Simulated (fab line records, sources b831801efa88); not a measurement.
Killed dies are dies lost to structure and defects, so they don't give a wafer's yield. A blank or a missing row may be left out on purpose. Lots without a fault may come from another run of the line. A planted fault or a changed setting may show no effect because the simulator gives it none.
One fault seen from 2 desks | flow gf180mcu | each desk has only its own numbers; what lay behind them comes last

THE METROLOGY DESK
What the gauges read, lot by lot, whatever tool the lot ran on: means of the sampled wafers that have a number. A lot is out of limits, marked OUT, if its mean lies more than 4 standard deviations from the usual mean; the brackets give that distance.
Columns: A = POLY_GATE_CVD_00_THK at GF_POLY_GATE_THK_MEAS_01, usual 200.6 nm
lot  | first seen here | A
L504 | day 8 20:57     | 204.5
L511 | day 10 15:51    | 200.4
L512 | day 11 00:57    | 203.4
L513 | day 11 10:20    | 200.1
L515 | day 11 19:25    | 201.5
L519 | day 13 05:22    | 197.6
L520 | day 13 08:39    | 202.3
L521 | day 13 13:46    | 203.1
L522 | day 13 23:23    | 203.3
L523 | day 14 12:44    | 198.9
L524 | day 14 19:28    | 197.2
L525 | day 14 23:08    | 198.2
L526 | day 15 02:11    | 200.4
This desk's finding: nothing out of limits on any of the 13 lots.

THE TOOL OWNER'S DESK: litho_track-01
The tool's own readings at GF_VT_IMPLANT_SOFTBAKE_25 (time 60 s): means of the sampled wafers that have a number, for each lot that ran on this tool. A lot is out of limits, marked OUT, if its mean lies more than 4 standard deviations from the usual mean; the brackets give that distance.
Columns: A = heater_power_total_W at GF_VT_IMPLANT_SOFTBAKE_25, usual 56.60 W; B = plate_temp_C at GF_VT_IMPLANT_SOFTBAKE_25, usual 90.00 C; C = resist_line_temp_C at GF_VT_IMPLANT_SOFTBAKE_25, usual 23.01 C
lot  | first seen here | A               | B                | C
L511 | day 8 15:24     | 57.10 (+12) OUT | 90.45            | 22.97
L515 | day 9 15:45     | 57.08 (+12) OUT | 90.56 (+4.3) OUT | 23.06
L525 | day 12 12:55    | 56.60           | 90.07            | 23.11
L526 | day 12 15:07    | 56.63           | 89.91            | 22.95
This desk's finding: out of limits on L511, L515; first on L511, day 8 15:24 (heater_power_total_W at GF_VT_IMPLANT_SOFTBAKE_25). In limits: L525, L526.

PUT TOGETHER
The tool owner's desk could have raised an alarm at day 8 15:24, on L511, L515.
The metrology desk saw nothing out of limits.
The metrology desk has L511, L515 on record, within its limits.
Of the lots named, all ran GF_VT_IMPLANT_SOFTBAKE_25 on litho_track-01.

WHAT THE SIMULATOR HAD PUT IN
Process parameter drift: litho_track-01, from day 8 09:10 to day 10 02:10, at GF_VT_IMPLANT_SOFTBAKE_25. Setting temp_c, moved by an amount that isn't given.
Lots struck among those shown: L511, L515.
Hours from the fault's start to each desk's first reading out of limits: the tool owner's desk, 6.
